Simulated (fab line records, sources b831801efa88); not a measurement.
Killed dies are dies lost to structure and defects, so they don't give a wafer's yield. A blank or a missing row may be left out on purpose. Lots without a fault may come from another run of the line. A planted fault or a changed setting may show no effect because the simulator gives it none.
Chamber matching | flow sfq_line | SFQ_TRILAYER_I2_CMP_CMP_064 on cmp-01: 4 sister chambers
The step polishes SiO2. 4 wafers are shown with their chamber, then 7 later ones without.

WAFERS WITH THEIR CHAMBER
wafer  | chamber | time_to_endpoint_s (s)
L932.3 | 0       | 216
L933.2 | 2       | 208
L933.3 | 1       | 201
L933.6 | 3       | 207

WAFERS WITHOUT THEIR CHAMBER
wafer  | time_to_endpoint_s (s)
L936.1 | 210
L936.2 | 210
L936.3 | 209
L937.3 | 204
L937.4 | 209
L938.2 | 205
L943.3 | 215

WHICH CHAMBER EACH WENT THROUGH
wafer  | from the rows above          | in truth
L936.1 | can't be placed: 2 or 3      | 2
L936.2 | can't be placed: 2 or 3      | 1
L936.3 | can't be placed: 2 or 3      | 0
L937.3 | can't be placed: 1 or 3 or 2 | 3
L937.4 | can't be placed: 2 or 3      | 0
L938.2 | can't be placed: 3 or 2 or 1 | 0
L943.3 | 0                            | 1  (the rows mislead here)
Placed correctly: 0 of 7. Can't be placed from these rows: 6 (the true chamber is among the candidates in 2). Placed wrongly: 1.
How it was worked out, from the rows above alone: a wafer's distance from a chamber is the root of the sum, over the readings, of the square of ((its reading less the chamber's mean) divided by the reading's scatter). The wafer belongs to the nearest chamber; if the next one is less than 2 further off, it can't be placed. A chamber's mean is the mean of its shown wafers. The scatter: with one shown wafer a chamber, the root of the mean of the squares of how far each hidden wafer lies from its nearest shown one.
